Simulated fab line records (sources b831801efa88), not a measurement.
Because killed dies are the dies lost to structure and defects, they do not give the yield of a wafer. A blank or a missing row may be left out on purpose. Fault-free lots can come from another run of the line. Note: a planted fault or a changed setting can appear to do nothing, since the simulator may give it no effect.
Split-lot trial	flow gf180mcu	route with 602 steps; 5 lots, 23 wafers read

== THE SPLIT ==
At GF_MIM_CVD_05 (deposits Si3N4, target thk 42 nm, time 29.086 s), the setting time-s was moved away from the recipe's 29.086 s on 5 of the 23 wafers read, by -13.7% to +13.0%. For the rest of the wafers, this setting stayed at what the recipe calls for.

No step appears in the file between the split and the reading.

== THE READING ==
At GF_MIM_THK_MEAS_06: MIM_CVD_05_THK, given in nm. A value of 41.9 nm with a standard deviation of 0.53 nm is what fault-free wafers of this fab line usually give.

wafer	tool, chamber at the split	time-s as run, s	against the recipe	MIM_CVD_05_THK, nm	against lot-mates on the recipe
L075.2	pecvd-04, 0	29.086	recipe	41.9	-
L075.3	pecvd-04, 1	29.086	recipe	42.1	-
L075.4	pecvd-04, 0	29.086	recipe	42.6	-
L075.5	pecvd-04, 0	29.086	recipe	42.7	-
L075.6	pecvd-04, 1	29.086	recipe	42.5	-
L077.1	pecvd-04, 0	29.086	recipe	42.1	-
L077.2	pecvd-04, 1	29.086	recipe	42.0	-
L077.4	pecvd-04, 1	32.88	+13.0%	48.1	+6.1
L077.5	pecvd-04, 0	32.88	+13.0%	48.3	+6.2
L077.6	pecvd-04, 2	32.88	+13.0%	48.8	+6.8
L080.2	pecvd-01, 0	29.086	recipe	41.5	-
L080.3	pecvd-01, 2	29.086	recipe	41.7	-
L080.6	pecvd-01, 2	29.086	recipe	42.1	-
L084.1	pecvd-03, 1	29.086	recipe	41.7	-
L084.2	pecvd-03, 0	25.1	-13.7%	35.5	-6.0
L084.3	pecvd-03, 2	29.086	recipe	41.0	-
L084.5	pecvd-03, 2	25.1	-13.7%	35.7	-5.8
L084.6	pecvd-03, 1	29.086	recipe	41.7	-
L085.1	pecvd-01, 1	29.086	recipe	41.8	-
L085.2	pecvd-01, 2	29.086	recipe	42.2	-
L085.3	pecvd-01, 0	29.086	recipe	42.1	-
L085.4	pecvd-01, 1	29.086	recipe	43.1	-
L085.5	pecvd-01, 0	29.086	recipe	42.2	-

THE FIT
A straight line over all 23 wafers: MIM_CVD_05_THK changes by +0.48 nm for each +1% of time-s; r = +0.99; the points scatter about the line by 0.45 nm.
The same after taking each lot's own level away (the mean of its wafers on the recipe; 23 wafers): +0.461 nm for each +1%; r = +0.99; scatter 0.37 nm.
Per that fit: largest time-s move, reading shift of 6.3 nm.
The span of the lots' own levels, 41.47 to 42.36 nm, comes to 1.7 times the standard deviation stated above.
The two slopes are in agreement: the lot-to-lot level therefore moves the slope only a little.
Check: -6.33 nm against its lot-mates is what the line predicts for one of the wafers moved furthest among these (-13.7%) when that wafer is left out of the fit. It came out at -5.97 nm against them.

== OTHER SPLITS APPLIED TO THESE WAFERS ==
Before the reading, these wafers also passed through other splits. Each is held against what the fit with the lots' levels taken away leaves over:
other split on the same wafers	wafers away from the commonest value	r with MIM_CVD_05_THK (lot level and that fit taken away)
GF_V3_CVD_23 pressure-torr	15	+0.06
GF_M4_SPUTTER_04 time-s	9	+0.18
GF_M4_METAL_ETCH_16 time-s	7	-0.45
GF_V4_COAT_09 resist-thk-nm	7	-0.32
GF_V4_PEB_12 peb-time-s	11	-0.16

== THE WHOLE CHAIN: every reading that the file lists as answering this split, in the file's order ==
step	what it does	reading	change (the file's fit)	r (the file's)
GF_MIM_CVD_05	deposits Si3N4, target thk 42 nm, time 29.086 s	Si3N4_of_MIM_CVD_05.thk-nm (the simulator's own value, which no gauge read)	+0.456 nm for each +1% of the setting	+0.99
GF_MIM_THK_MEAS_06		MIM_CVD_05_THK	+0.456 for each +1% of the setting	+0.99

== FILE'S OWN FIT ==
MIM_CVD_05_THK changes by +0.456 nm for each +1% of time-s, r = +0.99.
